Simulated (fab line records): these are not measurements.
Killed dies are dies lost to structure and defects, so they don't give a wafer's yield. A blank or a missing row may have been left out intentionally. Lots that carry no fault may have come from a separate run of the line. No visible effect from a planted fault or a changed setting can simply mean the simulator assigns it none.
fab line records	flow sky130
[record] lots = 5	wafers = 15	last-day = 49
route steps=708 shown METAL4@635 VIA4@639 METAL5@661 PAD_OPEN@708
lots that met no fault: from a run of the same line without faults
start-h: the number of hours between the record's first day and the start of the first shown wafer of the lot	wait-h: hours elapsed since this lot's preceding step	" same as the row above	L1.1+2: several wafers, shown together as one row	- either no value or no given start	* or withheld: withheld	< > ~ a bound
route shown NAME@n: names a module that has steps shown in the file, with the first one's number in the route	usual: the fault-free wafers' mean and standard deviation	same: alike in all rows	chamber/n: place in a boat	sites: each site's reading	_std_site: standard deviation of those values	_edge_site: the outer-site mean with the inner-site mean subtracted	radius-mm: how far each site lies from the wafer's centre	mask NAME#n: copy n	behind: the tool/chamber that last shaped the wafer	hold: cause of the lot's hold/its duration in hours/its outcome	device: transistor that didn't switch, given as n, p or np	end of line: at the end of the route, the tests of the same wafers	a step given without rows: its recipe and nothing more	killed: the dies lost at the first sort to structure and to defects; this is not the yield of the wafer	map: the dies of a wafer, with x for killed, . for not killed, _ for no die there
set.NAME: the run value of the setting; set.NAME@STEP: its run value at that earlier step	model.NAME: the simulator's own value behind a step, which no gauge read
a table for each step, a row for each wafer; lots at some steps of the route
services: the hour from which a tool's chamber was out of use, counted from the record's first day as start-h (under 0 if before that day), plus the number of hours and why
[[steps]]
[step SKY_METAL4_STRIP_19]
[recipe] chemistry = O2/N2	power-w = 1400	pressure-mtorr = 1500	platen-temp-c = withheld	o2-flow-sccm = 3000	n2-flow-sccm = 300	overash-fraction = 0.5
[step SKY_METAL4_STRIP_20]
[recipe] chemistry = post-etch-residue-remover	time-s = 1200	temp-c = 72.5
[step SKY_METAL4_CLEAN_21]
[recipe] chemistry = IPA	time-s = 180	temp-c = 25
[step SKY_METAL4_CLEAN_22]
[recipe] chemistry = O3/DIW	dry = n2-spin
[step SKY_VIA4_HDPCVD_00]
[recipe] material = SiO2	target-thk-nm = 1750	sigma-open-frac = 0.3	time-s = 291.7	temp-c = 400	sih4-flow-sccm = 60	pressure-mtorr = 6
[step SKY_VIA4_THK_MEAS_01]
[recipe] reads = SiO2_of_VIA4_HDPCVD_00
[usual] VIA4_HDPCVD_THK = 1749/22
lot.wafer	tool	chamber	start-h	wait-h	VIA4_HDPCVD_THK[nm]
L577.3	film-metro-02	-	1000.34	0.1	1727
L577.4	"	-	"	"	1747
L577.6	"	-	"	"	1731
L584.2	film-metro-04	-	1044.97	0.1	1739
L584.5	"	-	"	"	1752
L584.6	"	-	"	"	1731
L586.1	film-metro-02	-	1060.16	0.1	1774
L586.2	"	-	"	"	1735
L586.4	"	-	"	"	1736
L592.2	film-metro-01	-	1095.24	0.1	1758
L592.3	"	-	"	"	1723
L592.4	"	-	"	"	1724
L593.1	film-metro-01	-	1103.11	0.1	1718
L593.3	"	-	"	"	1723
L593.4	"	-	"	"	1738
[step SKY_VIA4_CMP_02]
[recipe] material = SiO2	down-force-psi = 4	platen-rpm = 60	pad-velocity-m-s = 0.94248
[step SKY_VIA4_BOW_MEAS_03]
[recipe] mode = bow
[usual] VIA4_BOW = 80/8.4
lot.wafer	tool	chamber	start-h	wait-h	VIA4_BOW[um]
L577.3	film-metro-01	-	1000.72	0.2	77
L577.4	"	-	"	"	59
L577.6	"	-	"	"	80
L584.2	film-metro-02	-	1045.34	0.3	86
L584.5	"	-	"	"	91
L584.6	"	-	"	"	79
L586.1	film-metro-01	-	1060.52	0.1	83
L586.2	"	-	"	"	88
L586.4	"	-	"	"	77
L592.2	film-metro-04	-	1095.61	0.1	90
L592.3	"	-	"	"	87
L592.4	"	-	"	"	75
L593.1	film-metro-04	-	1103.47	0.2	97
L593.3	"	-	"	"	93
L593.4	"	-	"	"	96
[step SKY_VIA4_DEHYDRATE_04]
[recipe] temp-c = 200	time-s = 60
[step SKY_VIA4_HMDS_05]
[recipe] prime-time-s = 60	prime-temp-c = 120
[step SKY_VIA4_COAT_06]
[recipe] resist = NOVOLAK	spin-rpm = 2966	resist-thk-nm = 1140
[step SKY_VIA4_SOFTBAKE_07]
[recipe] temp-c = 90	time-s = 60	resist = NOVOLAK
[step SKY_VIA4_EXPOSE_08]
[recipe] mask-id = VIM4	na = 0.6	source-shape = conventional	sigma-outer = 0.6	polarization = unpolarized	target-cd-nm = 800	dose-mj = 132
[usual] focus-offset-nm = 0.0/0.5
lot.wafer	tool	chamber	start-h	wait-h	mask	focus-offset-nm
L577.3	iline-stepper-01	0	1011.45	-	VIM4#0	0.6
L577.4	"	0	"	"	VIM4#0	0.2
L577.6	"	0	"	"	VIM4#0	-0.1
L584.2	iline-stepper-01	0	1055.88	-	VIM4#0	-0.3
L584.5	"	0	"	"	VIM4#0	-0.7
L584.6	"	0	"	"	VIM4#0	-0.1
L586.1	iline-stepper-02	0	1072.09	-	VIM4#0	-0.4
L586.2	"	0	"	"	VIM4#0	0.8
L586.4	"	0	"	"	VIM4#0	0.3
L592.2	iline-stepper-01	0	1104.88	-	VIM4#0	0.6
L592.3	"	0	"	"	VIM4#0	-0.2
L592.4	"	0	"	"	VIM4#0	0.5
L593.1	iline-stepper-02	0	1114.29	-	VIM4#0	0.3
L593.3	"	0	"	"	VIM4#0	-0.3
L593.4	"	0	"	"	VIM4#0	0.6
[step SKY_VIA4_PEB_09]
[recipe] temp-c = withheld	time-s = *	resist = NOVOLAK
[step SKY_VIA4_DEVELOP_10]
[recipe] resist = NOVOLAK	developer = TMAH	develop-time-s = 60	dev-temp-c = 23
[step SKY_VIA4_OVL_MEAS_11]
[usual] VIA4_OVL = 1.4/1.2
lot.wafer	tool	chamber	start-h	wait-h	VIA4_OVL[nm]
L577.3	overlay-01	-	1023.75	0.1	1.5
L577.4	"	-	"	"	0.2
L577.6	"	-	"	"	0.7
L584.2	overlay-01	-	1066.89	0.1	0.7
L584.5	"	-	"	"	1.5
L584.6	"	-	"	"	-0.9
L586.1	overlay-01	-	1081.51	0.1	3.1
L586.2	"	-	"	"	2.8
L586.4	"	-	"	"	2.1
L592.2	overlay-01	-	1115.33	0.1	0.7
L592.3	"	-	"	"	1.5
L592.4	"	-	"	"	0.3
L593.1	overlay-02	-	1123.49	0.1	2.6
L593.3	"	-	"	"	2.4
L593.4	"	-	"	"	3.6
[step SKY_VIA4_ETCH_12]
[recipe] target = SiO2	chemistry = C4F8/O2/Ar	stop-on = TiN	mask-material = NOVOLAK	source-w = 1500	bias-w = 1200	pressure-mtorr = 40	c4f8-flow-sccm = withheld	O2_flow_sccm = 6	Ar_flow_sccm = 300	time-s = withheld	target-depth-a = 5800
[usual] chamber-pressure-mTorr = 40.00/0.034	oes-product-au = 0.926/0.0049
lot.wafer	tool	chamber	start-h	wait-h	chamber-pressure-mTorr	oes-product-au	model.VIA4.cd-nm
L577.3	rie-diel-01	0	1023.77	0.0	40.02	0.926	796.5
L577.4	"	2	"	"	39.99	0.928	795.3
L577.6	"	3	"	"	39.99	0.931	796.5
L584.2	rie-diel-02	3	1066.92	0.0	39.99	0.928	801.7
L584.5	"	1	"	"	40.00	0.924	799
L584.6	"	2	"	"	40.02	0.926	799.6
L586.1	rie-diel-02	0	1081.55	0.0	40.03	0.925	797.3
L586.2	"	3	"	"	39.95	0.929	797.8
L586.4	"	2	"	"	39.93	0.921	797.2
L592.2	rie-diel-02	0	1115.36	0.0	39.95	0.933	803.9
L592.3	"	3	"	"	39.99	0.933	804.8
L592.4	"	2	"	"	39.96	0.925	802.3
L593.1	rie-diel-03	3	1123.53	0.0	39.96	0.921	854.2
L593.3	"	2	"	"	39.99	0.920	916.4
L593.4	"	0	"	"	39.99	0.928	891.1
[step SKY_VIA4_STRIP_13]
[recipe] chemistry = O2/N2	power-w = 1400	pressure-mtorr = 1500	platen-temp-c = withheld	o2-flow-sccm = 3000	n2-flow-sccm = 300	overash-fraction = 0.5
[usual] chamber-pressure-mTorr = 1500.0/1.4	drypump-motor-current-A = 5.9/0.31	oes-product-au = 0.710/0.0051	strip-time-to-endpoint-s = 12.85/0.045
lot.wafer	tool	chamber	start-h	wait-h	chamber-pressure-mTorr	drypump-motor-current-A	oes-product-au	rf-hours-counter-h	strip-time-to-endpoint-s
L577.3	plasma-asher-04	0	1023.88	-	1504.0	5.4	0.713	-	12.80
L577.4	"	1	"	"	1503.2	6.3	0.708	-	12.76
L577.6	"	1	"	"	1502.5	6.3	0.704	-	12.81
L584.2	plasma-asher-02	0	1067.00	-	1499.5	5.9	0.711	65	12.86
L584.5	"	1	"	"	1501.6	6.0	0.706	-	12.83
L584.6	"	0	"	"	1498.4	6.0	0.710	-	12.87
L586.1	plasma-asher-01	1	1081.62	-	1500.1	5.4	0.709	94	12.87
L586.2	"	0	"	"	1498.3	6.1	0.707	94	12.87
L586.4	"	0	"	"	1498.9	6.1	0.716	-	12.88
L592.2	plasma-asher-02	1	1115.43	-	1497.8	6.0	0.704	70	12.83
L592.3	"	1	"	"	1502.4	6.0	0.708	-	12.81
L592.4	"	0	"	"	1501.9	5.9	0.708	-	12.89
L593.1	plasma-asher-01	0	1123.60	-	1500.7	6.1	0.712	98	12.87
L593.3	"	0	"	"	1498.7	6.1	0.706	-	12.94
L593.4	"	1	"	"	1499.8	5.4	0.700	-	12.84
[step SKY_VIA4_STRIP_14]
[recipe] chemistry = post-etch-residue-remover	time-s = 1200	temp-c = 72.5
[step SKY_VIA4_CLEAN_15]
[recipe] chemistry = IPA	time-s = 180	temp-c = 25
[step SKY_VIA4_CLEAN_16]
[recipe] chemistry = O3/DIW	dry = n2-spin
[step SKY_VIA4_SPUTTER_17]
[recipe] material = TiN	target-thk-nm = 20	chamber-pressure-pa = 5	power-w = 4000	time-s = 80
[step SKY_VIA4_CVD_18]
[recipe] material = W	target-thk-nm = 505	time-s = 152.14	temp-c = 400	pressure-torr = 40
[step SKY_VIA4_RS_MEAS_19]
[recipe] thk-meas-gauge = four-point-probe	reads = W_of_VIA4_CVD_18+TiN_of_VIA4_SPUTTER_17
[usual] VIA4_W_RS = 0.2279/0.0023
lot.wafer	tool	chamber	start-h	wait-h	VIA4_W_RS[ohm/sq]
L577.3	film-metro-02	-	1024.70	0.1	0.2338
L577.4	"	-	"	"	0.2289
L577.6	"	-	"	"	0.2278
L584.2	film-metro-01	-	1067.83	0.1	0.2308
L584.5	"	-	"	"	0.2306
L584.6	"	-	"	"	0.2303
L586.1	film-metro-02	-	1082.42	0.1	0.2300
L586.2	"	-	"	"	0.2307
L586.4	"	-	"	"	0.2303
L592.2	film-metro-01	-	1116.30	0.1	0.2264
L592.3	"	-	"	"	0.2269
L592.4	"	-	"	"	0.2312
L593.1	film-metro-01	-	1124.40	0.1	0.2275
L593.3	"	-	"	"	0.2272
L593.4	"	-	"	"	0.2283
[step SKY_VIA4_THK_MEAS_20]
[recipe] thk-meas-gauge = xrf	reads = W_of_VIA4_CVD_18
[usual] VIA4_W_THK = 514/7.3
lot.wafer	tool	chamber	start-h	wait-h	VIA4_W_THK[nm]
L577.3	film-metro-02	-	1024.80	0.1	491
L577.4	"	-	"	"	506
L577.6	"	-	"	"	506
L584.2	film-metro-01	-	1067.94	0.1	516
L584.5	"	-	"	"	517
L584.6	"	-	"	"	517
L586.1	film-metro-02	-	1082.54	0.1	502
L586.2	"	-	"	"	495
L586.4	"	-	"	"	500
L592.2	film-metro-01	-	1116.41	0.1	519
L592.3	"	-	"	"	516
L592.4	"	-	"	"	508
L593.1	film-metro-01	-	1124.52	0.1	518
L593.3	"	-	"	"	514
L593.4	"	-	"	"	517
[step SKY_VIA4_CMP_21]
[recipe] stop-on = SiO2	t-overpolish-s = 25	down-force-psi = 3.5	platen-rpm = 60	target-thk-nm = 0	pad-velocity-m-s = 0.94248
[usual] motor-current-A = 11.0/0.49	overpolish-run-s = 24.999/0.0088	time-to-endpoint-s = 119/5.7
lot.wafer	tool	chamber	start-h	wait-h	motor-current-A	overpolish-run-s	time-to-endpoint-s
L577.3	cmp-02	0	1024.84	0.0	11.1	25.006	123
L577.4	"	3	"	"	10.7	24.995	126
L577.6	"	0	"	"	11.3	24.999	123
L584.2	cmp-01	0	1068.04	0.1	11.0	25.000	113
L584.6	"	3	"	"	11.1	25.001	122
L584.5	"	0	"	"	11.1	24.988	115
L586.2	cmp-01	0	1082.60	0.0	11.4	24.993	113
L586.1	"	1	"	"	11.1	24.987	110
L586.4	"	2	"	"	11.0	24.998	119
L592.3	cmp-01	2	1116.46	0.0	10.4	25.008	116
L592.2	"	3	"	"	11.5	24.996	115
L592.4	"	1	"	"	11.2	25.012	111
L593.3	cmp-01	2	1124.58	0.0	10.5	25.005	114
L593.1	"	3	"	"	12.0	25.000	117
L593.4	"	0	"	"	11.5	25.010	112
[step SKY_METAL5_SPUTTER_00]
[recipe] material = Ti	target-thk-nm = 15	power-w = 3000	time-s = 10	chamber-pressure-pa = 0.4
[step SKY_METAL5_SPUTTER_01]
[recipe] material = TiN	target-thk-nm = 20	power-w = 6500	time-s = 16.7	chamber-pressure-pa = 0.4
[step SKY_METAL5_SPUTTER_02]
[recipe] material = AlCu	target-thk-nm = 1150	power-w = 10600	time-s = 61.2	chamber-pressure-pa = 0.4
[step SKY_METAL5_SPUTTER_03]
[recipe] material = Ti	target-thk-nm = 5	power-w = 3000	time-s = 3.3	chamber-pressure-pa = 0.4132
[usual] throttle-valve-pct = 29.7/1.2
lot.wafer	tool	chamber	start-h	wait-h	throttle-valve-pct
L577.3	pvd-sputter-01	-	1025.24	0.0	28.9
L577.4	"	-	"	"	31.5
L577.6	"	-	"	"	28.5
L584.2	pvd-sputter-02	-	1068.39	0.0	30.1
L584.5	"	-	"	"	31.5
L584.6	"	-	"	"	29.9
L586.1	pvd-sputter-02	-	1083.00	0.0	30.2
L586.2	"	-	"	"	29.8
L586.4	"	-	"	"	27.7
L592.2	pvd-sputter-02	-	1116.86	0.0	27.8
L592.3	"	-	"	"	29.9
L592.4	"	-	"	"	31.1
L593.1	pvd-sputter-01	-	1124.98	0.0	29.5
L593.3	"	-	"	"	28.6
L593.4	"	-	"	"	28.7
[step SKY_METAL5_SPUTTER_04]
[recipe] material = TiN	target-thk-nm = 70	power-w = 6500	time-s = 58.3	chamber-pressure-pa = 0.4
[usual] throttle-valve-pct = 29.7/1.2
lot.wafer	tool	chamber	start-h	wait-h	throttle-valve-pct
L577.3	pvd-sputter-01	-	1025.25	0.0	28.3
L577.4	"	-	"	"	31.5
L577.6	"	-	"	"	28.4
L584.2	pvd-sputter-02	-	1068.41	0.0	30.1
L584.5	"	-	"	"	31.3
L584.6	"	-	"	"	29.9
L586.1	pvd-sputter-02	-	1083.02	0.0	30.1
L586.2	"	-	"	"	29.6
L586.4	"	-	"	"	28.0
L592.2	pvd-sputter-02	-	1116.87	0.0	28.0
L592.3	"	-	"	"	29.9
L592.4	"	-	"	"	31.4
L593.1	pvd-sputter-01	-	1125.00	0.0	29.3
L593.3	"	-	"	"	28.7
L593.4	"	-	"	"	28.8
[step SKY_METAL5_RS_MEAS_05]
[recipe] thk-meas-gauge = four-point-probe	reads = TiN_of_METAL5_SPUTTER_04+Ti_of_METAL5_SPUTTER_03+AlCu_of_METAL5_SPUTTER_02+TiN_of_METAL5_SPUTTER_01+Ti_of_METAL5_SPUTTER_00
[usual] METAL5_ALCU_RS = 0.02688/0.00026
lot.wafer	tool	chamber	start-h	wait-h	METAL5_ALCU_RS[ohm/sq]
L577.3	film-metro-03	-	1025.34	0.1	0.02686
L577.4	"	-	"	"	0.02649
L577.6	"	-	"	"	0.02689
L584.2	film-metro-01	-	1068.48	0.0	0.02672
L584.5	"	-	"	"	0.02683
L584.6	"	-	"	"	0.02671
L586.1	film-metro-03	-	1083.07	0.0	0.02654
L586.2	"	-	"	"	0.0269
L586.4	"	-	"	"	0.02681
L592.2	film-metro-01	-	1116.94	0.0	0.02708
L592.3	"	-	"	"	0.02653
L592.4	"	-	"	"	0.02708
L593.1	film-metro-03	-	1125.05	0.0	0.02703
L593.3	"	-	"	"	0.02675
L593.4	"	-	"	"	0.02678
[step SKY_METAL5_THK_MEAS_06]
[recipe] thk-meas-gauge = xrf	reads = AlCu_of_METAL5_SPUTTER_02
[usual] METAL5_ALCU_THK = 1160/12
lot.wafer	tool	chamber	start-h	wait-h	METAL5_ALCU_THK[nm]
L577.3	film-metro-03	-	1025.44	0.1	1167
L577.4	"	-	"	"	1177
L577.6	"	-	"	"	1153
L584.2	film-metro-01	-	1068.59	0.1	1155
L584.5	"	-	"	"	1161
L584.6	"	-	"	"	1166
L586.1	film-metro-03	-	1083.19	0.1	1165
L586.2	"	-	"	"	1142
L586.4	"	-	"	"	1145
L592.2	film-metro-01	-	1117.05	0.1	1153
L592.3	"	-	"	"	1180
L592.4	"	-	"	"	1148
L593.1	film-metro-03	-	1125.17	0.1	1145
L593.3	"	-	"	"	1155
L593.4	"	-	"	"	1152
[step SKY_METAL5_DEHYDRATE_07]
[recipe] temp-c = 200	time-s = 60
[step SKY_METAL5_HMDS_08]
[recipe] prime-time-s = 60	prime-temp-c = 120
[step SKY_METAL5_COAT_09]
[recipe] resist = NOVOLAK	spin-rpm = 3000	resist-thk-nm = 1800
[step SKY_METAL5_SOFTBAKE_10]
[recipe] temp-c = 90	time-s = 60	resist = NOVOLAK
[step SKY_METAL5_EXPOSE_11]
[recipe] mask-id = MM5	na = 0.6	source-shape = conventional	sigma-outer = 0.6	polarization = unpolarized	target-cd-nm = 1600	dose-mj = 190
[step SKY_METAL5_PEB_12]
[recipe] temp-c = withheld	time-s = *	resist = NOVOLAK
[step SKY_METAL5_DEVELOP_13]
[recipe] resist = NOVOLAK	developer = TMAH	develop-time-s = 60	dev-temp-c = 23
[step SKY_METAL5_DESCUM_14]
[recipe] chemistry = O2	source-power-w = 150	bias-power-w = 0	pressure-mtorr = 10	temp-c = 40	time-s = 11
[usual] chamber-pressure-mTorr = 10.000/0.0092	drypump-motor-current-A = 5.8/0.33	oes-product-au = 1.002/0.0094
lot.wafer	tool	chamber	start-h	wait-h	chamber-pressure-mTorr	drypump-motor-current-A	oes-product-au	rf-hours-counter-h
L577.3	rie-metal-01	1	1048.19	0.1	9.995	5.4	0.998	-
L577.4	"	0	"	"	9.989	5.4	1.004	-
L577.6	"	0	"	"	9.999	5.3	0.991	-
L584.2	rie-metal-01	1	1089.36	0.1	9.978	5.4	1.007	4
L584.5	"	0	"	"	9.990	5.4	1.002	-
L584.6	"	1	"	"	10.000	5.4	0.998	-
L586.1	rie-metal-03	1	1102.91	0.1	10.012	5.5	1.009	10
L586.2	"	0	"	"	10.015	6.3	1.005	21
L586.4	"	1	"	"	10.015	5.5	1.008	-
L592.2	rie-metal-03	1	1135.93	0.1	10.009	5.5	1.005	13
L592.3	"	0	"	"	9.992	6.2	0.991	-
L592.4	"	1	"	"	9.997	5.5	0.999	-
L593.1	rie-metal-01	0	1144.06	0.1	10.002	5.4	0.997	17
L593.3	"	0	"	"	10.003	5.4	1.006	-
L593.4	"	1	"	"	9.994	5.4	1.005	-
[step SKY_METAL5_METAL_ETCH_15]
[recipe] target-depth-a = 12600	stop-on = SiO2	over-etch-frac = 0.2	time-s = 252	chemistry = Cl2/BCl3	resist-sidewall-deg = 86	pressure-mtorr = 10	icp-w = 900	bias-w = 48.5	Cl2_flow_sccm = 60	bcl3-flow-sccm = 30
[step SKY_PAD_OPEN_PROBE_99]
[usual] defect-limited-yield = 82.6/1.8	killed_at_M0_to_M3 = 43/6.6	killed_at_M4_up = 3.4/1.8	killed-at-contacts = 24/4.9	killed-at-front-end = 15/4.1	killed-at-other = 0.3/0.55	killed-dies = 85/8.8	killed-open = 46/6.1	killed-short = 39/5.7	sort_bin_3_pad_short = 0.9/0.41	sort_bin_5_function = 10.1/1.5	sort_bin_6_memory = 6.4/1	sort-n-pass = 407/8.8	sort-yield-pct = 82.6/1.8
[same] gross-dies = 492	killed-at-back-side = 0	sort_bin_4_leakage[%] = 0	sort_bin_8_speed[%] = 0
lot.wafer	tool	chamber	start-h	wait-h	defect-limited-yield[%]	killed_at_M0_to_M3	killed_at_M4_up	killed-at-contacts	killed-at-front-end	killed-at-other	killed-dies	killed-open	killed-short	sort_bin_3_pad_short[%]	sort_bin_5_function[%]	sort_bin_6_memory[%]	sort-n-pass	sort-yield-pct[%]	model.etest.tester.sort_bin_3_pct	model.etest.via4-chain.rc-ohm
L577.3	prober-02	-	1093.81	0.2	83.1	39	4	21	19	0	83	41	42	0.4	8.5	7.9	409	83.1	0.4065	0.7877
L577.4	prober-02	-	1093.86	0.2	82.5	36	3	32	14	1	86	50	36	1.2	8.9	7.3	406	82.5	1.22	0.7914
L577.6	prober-02	-	1093.96	0.2	85.6	35	4	22	10	0	71	32	39	0.4	8.3	5.7	421	85.6	0.4065	0.8271
L584.2	prober-01	-	1131.55	0.1	83.7	37	4	20	19	0	80	50	30	1.0	10.6	4.7	412	83.7	1.016	0.8224
L584.5	prober-01	-	1131.70	0.2	83.5	37	4	26	14	0	81	42	39	0.8	9.6	6.1	411	83.5	0.813	0.7768
L584.6	prober-01	-	1131.75	0.2	82.5	38	6	24	17	1	86	45	41	0.6	11.0	5.9	406	82.5	0.6098	0.8266
L586.1	prober-01	-	1145.70	0.1	80.5	47	1	30	18	0	96	49	46	1.2	12.4	5.9	396	80.5	1.22	0.7796
L586.2	prober-01	-	1145.75	0.1	82.5	49	5	19	13	0	86	47	39	0.8	11.0	5.7	406	82.5	0.813	0.8216
L586.4	prober-01	-	1145.85	0.2	83.7	41	3	24	12	0	80	44	35	1.0	8.3	6.9	412	83.7	1.016	0.8276
L592.2	prober-01	-	1174.45	0.1	84.6	39	1	20	16	0	76	38	38	0.4	9.1	5.9	416	84.6	0.4065	0.83
L592.3	prober-01	-	1174.50	0.2	82.7	37	5	22	20	1	85	51	34	0.8	11.6	4.9	407	82.7	0.813	0.8148
L592.4	prober-01	-	1174.55	0.2	80.7	47	4	27	17	0	95	51	42	2.2	9.8	7.3	397	80.7	2.236	0.7807
L593.1	prober-02	-	1182.01	0.1	79.9	47	5	24	23	0	99	61	37	0.6	11.6	7.9	393	79.9	0.6098	0.7208
L593.3	prober-02	-	1182.11	0.2	70.3	39	69	27	11	0	146	43	34	14.6	10.4	4.7	346	70.3	14.63	0.6816
L593.4	prober-02	-	1182.16	0.2	78.9	50	13	27	14	0	104	50	41	3.9	10.6	6.7	388	78.9	3.862	0.6593
// killed by level:class
L577.3 CONTACT:geometric-particle:open=8 VIA1:geometric-particle:open=7 POLY_GATE:geometric-particle:open=6 VIA2:geometric-particle:open=6 CONTACT:geometric-particle:short=5 METAL1:geometric-particle:short=5 VIA1:geometric-particle:short=5 VIA3:geometric-particle:open=5
L577.4 CONTACT:geometric-particle:open=17 VIA1:geometric-particle:open=7 VIA3:geometric-particle:open=7 CONTACT:geometric-particle:short=6 VIA1:geometric-particle:short=5 POLY_GATE:geometric-particle:open=4 LOCAL_INTERCONNECT:geometric-particle:short=4 METAL1:geometric-particle:short=4
L577.6 CONTACT:geometric-particle:open=8 METAL1:geometric-particle:short=7 VIA1:geometric-particle:open=7 CONTACT:geometric-particle:short=6 VIA2:geometric-particle:short=6 METAL2:geometric-particle:short=4 POLY_GATE:geometric-particle:open=3 LI_CONTACT:geometric-particle:open=3
L584.2 VIA1:geometric-particle:open=14 CONTACT:geometric-particle:open=10 POLY_GATE:geometric-particle:open=5 LOCAL_INTERCONNECT:geometric-particle:short=5 VIA3:geometric-particle:open=5 FIELD_ISO:geometric-particle:short=4 LI_CONTACT:geometric-particle:open=4 VIA1:geometric-particle:short=4
L584.5 CONTACT:geometric-particle:open=9 VIA3:geometric-particle:open=7 FIELD_ISO:geometric-particle:short=6 METAL1:geometric-particle:short=6 VIA2:geometric-particle:open=6 VIA1:geometric-particle:open=5 POLY_GATE:geometric-particle:open=4 LI_CONTACT:geometric-particle:open=4
L584.6 VIA1:geometric-particle:open=10 METAL1:geometric-particle:short=8 CONTACT:geometric-particle:open=8 VIA3:geometric-particle:open=6 POLY_GATE:geometric-particle:open=5 POLY_GATE:geometric-particle:short=5 LOCAL_INTERCONNECT:geometric-particle:short=5 CONTACT:geometric-particle:short=5
L586.1 VIA1:geometric-particle:open=13 CONTACT:geometric-particle:open=11 LOCAL_INTERCONNECT:geometric-particle:short=8 METAL1:geometric-particle:short=7 VIA2:geometric-particle:open=7 LI_CONTACT:geometric-particle:open=6 VIA3:geometric-particle:open=5 FIELD_ISO:geometric-particle:short=4
L586.2 VIA3:geometric-particle:open=10 METAL1:geometric-particle:short=7 VIA1:geometric-particle:open=7 LI_CONTACT:geometric-particle:open=6 VIA2:geometric-particle:open=6 VIA3:geometric-particle:short=5 CONTACT:geometric-particle:open=5 CONTACT:geometric-particle:short=4
L586.4 VIA1:geometric-particle:open=9 LI_CONTACT:geometric-particle:open=8 CONTACT:geometric-particle:open=7 VIA3:geometric-particle:open=6 VIA2:geometric-particle:open=6 VIA1:geometric-particle:short=5 METAL1:geometric-particle:short=5 POLY_GATE:geometric-particle:open=4
L592.2 CONTACT:geometric-particle:open=11 VIA1:geometric-particle:open=8 FIELD_ISO:geometric-particle:short=7 VIA2:geometric-particle:open=5 METAL1:geometric-particle:short=5 VIA3:geometric-particle:open=4 METAL2:geometric-particle:short=4 VIA2:geometric-particle:short=4
L592.3 VIA1:geometric-particle:open=10 CONTACT:geometric-particle:open=9 FIELD_ISO:geometric-particle:short=7 VIA2:geometric-particle:open=7 LI_CONTACT:geometric-particle:open=6 CONTACT:geometric-particle:short=5 VIA3:geometric-particle:open=5 FIELD_ISO:geometric-particle:open=4
L592.4 VIA2:geometric-particle:open=11 VIA1:geometric-particle:open=10 CONTACT:geometric-particle:open=10 LOCAL_INTERCONNECT:geometric-particle:short=6 CONTACT:geometric-particle:short=6 METAL3:geometric-particle:short=6 LI_CONTACT:geometric-particle:open=5 FIELD_ISO:geometric-particle:open=4
L593.1 CONTACT:geometric-particle:open=11 VIA3:geometric-particle:open=9 VIA2:geometric-particle:open=8 POLY_GATE:geometric-particle:open=6 LI_CONTACT:geometric-particle:open=6 METAL1:geometric-particle:short=6 VIA1:geometric-particle:open=6 METAL4:geometric-particle:short=5
L593.3 VIA4:area-expose=68 VIA1:geometric-particle:open=15 CONTACT:geometric-particle:open=9 LOCAL_INTERCONNECT:geometric-particle:short=5 METAL2:geometric-particle:short=5 VIA1:geometric-particle:short=4 POLY_GATE:geometric-particle:short=4 LI_CONTACT:geometric-particle:short=4
L593.4 CONTACT:geometric-particle:open=13 VIA4:area-expose=12 METAL1:geometric-particle:short=8 VIA1:geometric-particle:open=7 VIA2:geometric-particle:short=7 VIA2:geometric-particle:open=6 LOCAL_INTERCONNECT:geometric-particle:short=5 METAL1:geometric-particle:open=5
// map L593.3 (x killed, . not)
__________x........._________
________.x.xx.....x..._______
______......xxx.......x._____
_____......x...........x.____
____.......x..x...xx......___
___........x......x.......x__
__......xxxx.x...xxx...xx..._
_..xx.xx.....xxx.xxxx.xx....x
_.x..xxx.xxx.xxxxx.x.x.......
_.......x..xx..xxx..xx......x
_....xxxx..xxxxxx...x.x...x..
_........xxx.x..xxx..xx......
_.x......xxxxx....xxx..xx...x
_......xx..xxxxxx..x.......x.
_.....x..x..xxx..x.x....x.x..
__........x..x.x....x....x.._
___x..........xx..x........__
____......xx.x..x...x..x..___
_____...x..x.x..xx....xx.____
______......x.....xx...._____
________.....xx.x....._______
__________.........._________
// map L586.1 (x killed, . not)
__________...x......_________
________.x............_______
______xx......x.x.x....._____
_____.....x......x.......____
____.x.x......xx..........___
___.x.....xx.xx....x.......__
__........x....x..........x._
_......x...........xx.x......
_...x.....x..x...xxx.x.......
_..x..x.x..xx....x....x....xx
_.x.xx.x....x......x.........
_...x...............x.x...x..
_..........x.......x.......x.
_...x.x..xx.....x....x.x....x
_........x..x.x...xx.....x...
__....x............x.......x_
___.x...x.x........x....x..__
____....xx.x.x.......x....___
_____..x.....x...........____
______..x......xx...x.x._____
________..xx.x...x...x_______
__________...x.....x_________
[[services]]
tool	chamber	start-h	hours	kind
cmp-01	-	994.02	3.9	repair
iline-stepper-02	-	997.31	1.7	pm
pvd-sputter-01	-	997.81	0.7	repair
pvd-sputter-02	-	1002.10	4.2	repair
cmp-02	-	1005.25	2.3	repair
rie-diel-03	2	1009.56	2.0	repair
cmp-02	-	1009.93	3.9	pm
rie-diel-02	0	1010.79	7.6	repair
cmp-01	-	1026.63	5.9	repair
iline-stepper-02	-	1034.22	1.0	repair
cmp-01	-	1047.98	2.3	repair
rie-diel-02	0	1055.55	5.2	repair
cmp-01	-	1059.84	5.9	pm
pvd-sputter-01	-	1061.42	31.2	repair
rie-diel-02	0	1091.76	13.7	repair
rie-diel-02	2	1095.04	1.9	repair
plasma-asher-01	-	1095.76	2.8	pm
rie-metal-01	1	1099.08	21.7	repair
rie-diel-02	1	1103.64	1.3	repair
rie-metal-01	-	1105.28	15.6	pm
pvd-sputter-01	-	1109.38	3.7	repair
plasma-asher-01	-	1134.13	10.6	repair
rie-diel-02	3	1136.58	13.6	repair
iline-stepper-01	-	1138.61	2.3	repair
[[key]]
[first-sign] step = SKY_PAD_OPEN_PROBE_99	reading = killed_at_M4_up	direction = up	sigmas = 14	usual = 3.4	struck = 29	wafers-moved = 2
[effect] step = SKY_PAD_OPEN_PROBE_99	reading = sort_bin_3_pad_short	direction = up	sigmas = 13	usual = 0.9	struck = 6.4	wafers-moved = 2
[model-effect] step = SKY_VIA4_ETCH_12	value = VIA4.cd-nm	without = 799.9	struck = 887.3
[model-effect] step = SKY_PAD_OPEN_PROBE_99	value = etest.tester.sort_bin_3_pct	without = 0.9485	struck = 6.369
[more-kills-born-at] SKY_VIA4_EXPOSE_08@iline-stepper-02 = 80
met-at SKY_VIA4_EXPOSE_08
struck-wafers L593.1,L593.3,L593.4
onset-between 1072.09 1114.29
also-fits time
[fault] kind = process-parameter-drift	tool = iline-stepper-02	chamber = -	onset-h = 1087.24	steps = SKY_VIA4_EXPOSE_08	channel = focus-nm	offset = 690.21	spread-by-wafer = 0.3	shape = step	end-h = 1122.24
